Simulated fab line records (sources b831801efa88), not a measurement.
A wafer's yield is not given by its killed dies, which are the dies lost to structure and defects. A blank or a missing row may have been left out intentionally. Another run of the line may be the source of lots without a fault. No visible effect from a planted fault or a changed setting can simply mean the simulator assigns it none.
A lot that was struck, set against a sound lot	flow sky130	15 out of 708 route steps
Sound: wafers L475.1, L475.5, L475.6. The struck wafers were L473.2, L473.3, L473.5. Last of all comes the cause.
For every step that has rows: the tool of each side, followed by ch and its chambers, followed by its first start. Under that, the readings that differ: sound wafers	struck wafers	difference of the means	sigmas: that difference in standard deviations of wafers without a fault.
alike: a reading whose means differ by less than 2 such deviations, as well as words and numbers matching on both sides. not compared: withheld readings; readings where some wafer has no value; bounds like >300 that might hide an equal value; numbers whose values overlap and for which the record gives no deviation.
Wherever a step has rows on one side only, a row that says differs or no value, or a row with sigmas, the two part there. When numbers do not overlap yet have no deviation, they are printed without sigmas and do not part them. A reading missing from all wafers of one side parts the sides only when that side holds two or more wafers.

first, 8 steps without rows for these wafers: SKY_LOCAL_INTERCONNECT_DEHYDRATE_03 (time 60 s); SKY_LOCAL_INTERCONNECT_HMDS_04 (prime time 60 s); SKY_LOCAL_INTERCONNECT_COAT_05 (resist thk 60 nm); SKY_LOCAL_INTERCONNECT_COAT_06 (resist thk 450 nm); SKY_LOCAL_INTERCONNECT_SOFTBAKE_07 (time 90 s); SKY_LOCAL_INTERCONNECT_EXPOSE_08 (exposes mask LI1M, target cd 170 nm); SKY_LOCAL_INTERCONNECT_PEB_09; SKY_LOCAL_INTERCONNECT_DEVELOP_10 (develop time 60 s).
SKY_LOCAL_INTERCONNECT_CD_MEAS_11: the cd target is 170 nm.
  sound on cd-sem-02, day 37 07:38; struck on cd-sem-02, day 36 11:35
  alike: cd-nm
SKY_LOCAL_INTERCONNECT_OVL_MEAS_12:
  sound on overlay-02, day 37 07:46; struck on overlay-01, day 36 11:41
  alike: LOCAL_INTERCONNECT_OVL
SKY_LOCAL_INTERCONNECT_ETCH_13: etches BARC in N2/H2, stops on SiO2, time 45.9 s, target depth 60 nm.
  sound on rie-metal-01 ch 1, day 37 07:48; struck on rie-metal-01 ch 0,1, day 36 11:43
  alike: drypump-motor-current-A, he-backside-leak-sccm, oes-product-au, throttle-valve-pct
  not compared: rf-hours-counter-h
SKY_LOCAL_INTERCONNECT_METAL_ETCH_14: etches TiN in Cl2/BCl3, stops on PSG, target depth 110 nm, time 31.4 s.
  sound on rie-metal-01 ch 1, day 37 07:55; struck on rie-metal-01 ch 0,1, day 36 11:47
  alike: drypump-motor-current-A, he-backside-leak-sccm, oes-product-au, throttle-valve-pct
  not compared: rf-hours-counter-h
SKY_LOCAL_INTERCONNECT_STRIP_15: strips in O2/N2.
  sound on plasma-asher-03 ch 0,1, day 37 08:02; struck on plasma-asher-04 ch 0, day 36 11:50
  no value came back on the struck wafers for chamber-pressure-mTorr (mTorr), drypump-motor-current-A (A), oes-product-au (a.u.), strip-time-to-endpoint-s (s); on the sound wafers chamber-pressure-mTorr (mTorr) reads 1499.4 1500.8 1499.5
reading	sound	struck	difference	sigmas
model.KrF-thick_of_LOCAL_INTERCONNECT_COAT_06.thk-nm (nm)	0 0 0	347.6 346.2 345.6	+346.5	
  not compared: rf-hours-counter-h
then, 1 step without rows for these wafers: SKY_LOCAL_INTERCONNECT_STRIP_16 (strips in post etch residue remover, time 1200 s).
SKY_PAD_OPEN_PROBE_99:
  sound wafers here have rows in the record (prober-01, day 50 18:03); struck ones have none

WHERE THEY PART
First at SKY_LOCAL_INTERCONNECT_STRIP_15; last, within this record, at SKY_PAD_OPEN_PROBE_99.

WHY: the cause the simulator had injected
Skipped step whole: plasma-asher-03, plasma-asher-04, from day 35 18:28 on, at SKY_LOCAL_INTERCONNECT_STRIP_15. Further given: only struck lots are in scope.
